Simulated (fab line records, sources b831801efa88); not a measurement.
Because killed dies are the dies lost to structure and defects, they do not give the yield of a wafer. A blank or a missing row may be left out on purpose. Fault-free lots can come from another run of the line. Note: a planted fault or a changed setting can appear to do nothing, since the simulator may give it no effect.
One fault through the eyes of 2 desks | flow gf180mcu | only its own numbers are on each desk; what lay behind them is given at the end

TOOL OWNER'S DESK, pecvd-04
The tool's own readings at GF_PASSIVATION_CVD_00 (deposits SiO2 from TEOS, target thk 1000 nm, time 111.95 s): means of the sampled wafers that have a number, for each lot that ran on this tool. The brackets show how far a lot's mean lies from the usual mean; more than 4 standard deviations puts the lot out of limits, marked OUT.
Columns: A = heater-power-w at GF_PASSIVATION_CVD_00, usual 703 W
lot  | first seen here | A
L777 | day 28 17:14    | 688
L778 | day 28 18:26    | 699
L779 | day 29 08:49    | 643
L780 | day 29 18:23    | 649
L781 | day 30 09:18    | 716
L782 | day 30 10:17    | 685
L787 | day 31 10:41    | 669
L789 | day 32 03:36    | 592
This desk's verdict: no lot among the 8 shows anything out of limits.

AT THE METROLOGY DESK
What the gauges read for every lot (on any tool): the sampled wafers with a number, averaged. The brackets show how far a lot's mean lies from the usual mean; more than 4 standard deviations puts the lot out of limits, marked OUT.
Columns: A = V4_W_THK at GF_V4_THK_MEAS_25, usual 345 nm; B = PASSIVATION_CVD_00_THK at GF_PASSIVATION_THK_MEAS_01, usual 1004 nm
lot  | first seen here | A   | B
L776 | day 25 00:56    | 349 | 999
L777 | day 25 02:44    | 347 | 1028
L778 | day 25 04:01    | 351 | 1002
L779 | day 25 20:04    | 352 | 1009
L780 | day 26 05:25    | 352 | 1001
L781 | day 26 22:14    | 350 | 1018
L782 | day 26 22:32    | 346 | 986
L787 | day 28 00:44    | 350 | 1100 (+7.4) OUT
L789 | day 28 20:58    | 354 | 1111 (+8.2) OUT
L794 | day 30 11:09    | 338 | 997
L796 | day 30 16:23    | 343 | 1001
L798 | day 31 02:44    | 349 | 997
This desk reports L787, L789 out of limits; the earliest was L787 at day 31 10:47 (PASSIVATION_CVD_00_THK at GF_PASSIVATION_THK_MEAS_01). Within limits: L776, L777, L778, L779, L780, L781, L782, L794, L796, L798.

ALL TOGETHER
The metrology desk could have raised an alarm at day 31 10:47, on L787, L789.
The tool owner's desk saw nothing out of limits.
The tool owner's desk has L787, L789 on record, within its limits.
GF_PASSIVATION_CVD_00 was run on pecvd-04 by each of the lots named.

WHAT THE SIMULATOR HAD INSERTED
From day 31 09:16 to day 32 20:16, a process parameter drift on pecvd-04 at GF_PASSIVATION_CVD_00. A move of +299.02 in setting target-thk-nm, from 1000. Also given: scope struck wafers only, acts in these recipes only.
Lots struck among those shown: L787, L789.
Delay in hours, fault start to first out-of-limits reading, per desk: metrology desk 2.
